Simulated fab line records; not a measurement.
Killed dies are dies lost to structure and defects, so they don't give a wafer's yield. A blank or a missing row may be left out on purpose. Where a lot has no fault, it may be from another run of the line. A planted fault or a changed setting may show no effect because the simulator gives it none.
Chamber matching ; flow gf180mcu ; 4 sister chambers for GF_V1_CMP_26 on cmp-02
The step polishes, stops on SiO2, t overpolish 15 s, target thk 0 nm. 4 wafers are shown with their chamber, then 7 later ones without.

== WAFERS, EACH WITH ITS CHAMBER ==
wafer;chamber;motorCurrentA (A)
L807.2;2;11.7
L807.6;1;10.4
L816.1;3;14.1
L816.2;0;11.4

== WAFERS WITHOUT THEIR CHAMBER ==
wafer;motorCurrentA (A)
L816.5;11.4
L818.1;10.4
L818.2;12.0
L818.6;11.7
L821.1;10.3
L821.3;11.7
L821.4;14.4

== EACH ONE'S CHAMBER ==
wafer;from the rows above;in truth
L816.5;can't be placed: 0 or 2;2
L818.1;1;1
L818.2;can't be placed: 2 or 0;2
L818.6;can't be placed: 2 or 0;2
L821.1;1;1
L821.3;can't be placed: 2 or 0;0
L821.4;3;3
Placed correctly: 3 of 7. Not placeable from these rows: 4 (in 4, the candidates include the true chamber). Wrongly placed: 0.
How it was worked out, from the rows above alone: a wafer's distance from a chamber is the root of the sum, over the readings, of the square of ((its reading less the chamber's mean) divided by the reading's scatter). If the next closest chamber is less than 2 further off than the closest, the wafer can't be placed; otherwise it belongs to the closest. The mean given for a chamber averages the wafers shown for that chamber. The scatter: with one shown wafer a chamber, the root of the mean of the squares of how far each hidden wafer lies from its nearest shown one.
